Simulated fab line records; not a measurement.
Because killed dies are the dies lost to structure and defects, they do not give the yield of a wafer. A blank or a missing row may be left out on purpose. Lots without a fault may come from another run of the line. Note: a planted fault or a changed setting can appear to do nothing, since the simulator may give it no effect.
Problem report, 8D (eight disciplines) form, completed by code / flow sky130 / the parts of the form that need people (team, actions taken, sign-off) are left out

== 1. PROBLEM STATEMENT ==
Mean of dose-ions-cm2 at SKY_LDD_N_IMPLANT_15: 2e+12 across 6 wafers in 2 lots; on wafers with no fault it is 5e+12 (standard deviation 5.2e+09). That is -99 or more standard deviations from the usual mean.
First seen on wafer L422.1, day 23 23:49, on implanter-02. At this step, 39 wafers from 13 lots have a number in the record. The rule behind "out" and "out of limits": a value lying over 4 standard deviations away from the usual mean. The other wafers with a number count as sound.

== 2. WHAT IT IS, WHAT IT ISN'T ==
question=which readings at this step | is=dose-ions-cm2, faraday-current-uA | is not=end-station-pressure-torr
question=which lots | is=L422, L423 | is not=L405, L406, L408, L409, L411, L412, L413, L415, L416, L427, L428
question=which wafers of those lots | is=all that have a number | is not=-
question=read on which tools | is=implanter-02 | is not=implanter-01, implanter-03
question=when | is=from day 23 23:49 | is not=up to then (27 sound wafers); but 6 sound wafers of L427, L428 came after

== 3. WHAT RULES OUT EACH SUSPECT ==
Counting: a tool at any process step up to the reading remains a suspect when it ran all the lots that are out and ran no sound lot after the first of those.
- rie-diel-02 at SKY_POLY_GATE_ETCH_15 (etches BARC in N2/H2, stops on SiO2, time 118.5 s, target depth 110 nm): ruled out as a lasting fault. Sound lots L427, L428 ran on it after its first lot that is out, L422 (day 22 14:51).
- implanter-02 at SKY_LDD_N_IMPLANT_15: kept. It ran every lot that is out, first L422 (day 23 23:49), and no sound lot after that; its last sound lot up to then is L416 (day 21 18:34). Out on those wafers are its own readings of dose-ions-cm2, faraday-current-uA.
After counting, what remains is implanter-02 at SKY_LDD_N_IMPLANT_15.

== 4. THE CAUSE (what the simulator had put in) ==
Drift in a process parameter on implanter-02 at SKY_LDD_N_IMPLANT_15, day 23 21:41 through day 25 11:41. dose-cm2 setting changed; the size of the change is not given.
This tool alone remained once counting was done.

== 5. SEQUENCE OF EFFECTS, ordered by route ==
Each row: a reading where the mean over the struck wafers with a number is more than 3 standard deviations away from the usual. Readings are gone through only where the record gives a usual standard deviation; hours: the median, over the lots, of the time from a lot's start at the first step in this table giving one to that lot's start at this step; sigmas: the change measured in usual standard deviations.
hours=0; step=SKY_LDD_N_IMPLANT_15; reading=dose-ions-cm2; usual=5e+12; on struck wafers=2e+12; change=-3e+12; sigmas=-99 or more
hours=0; step=SKY_LDD_N_IMPLANT_15; reading=faraday-current-uA; usual=28.3; on struck wafers=12.3; change=-16.0; sigmas=-28
Here are the process steps it includes:
- SKY_LDD_N_IMPLANT_15
Later steps that measure or inspect, where all struck wafers having a row at the step show a number for every such reading and not one has moved that far: SKY_LDD_P_OVL_MEAS_08.

== 6. WHAT WOULD HAVE CAUGHT IT SOONER ==
In this record the first reading out of limits was taken at day 23 23:49, 2 hours after the fault began at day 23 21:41.
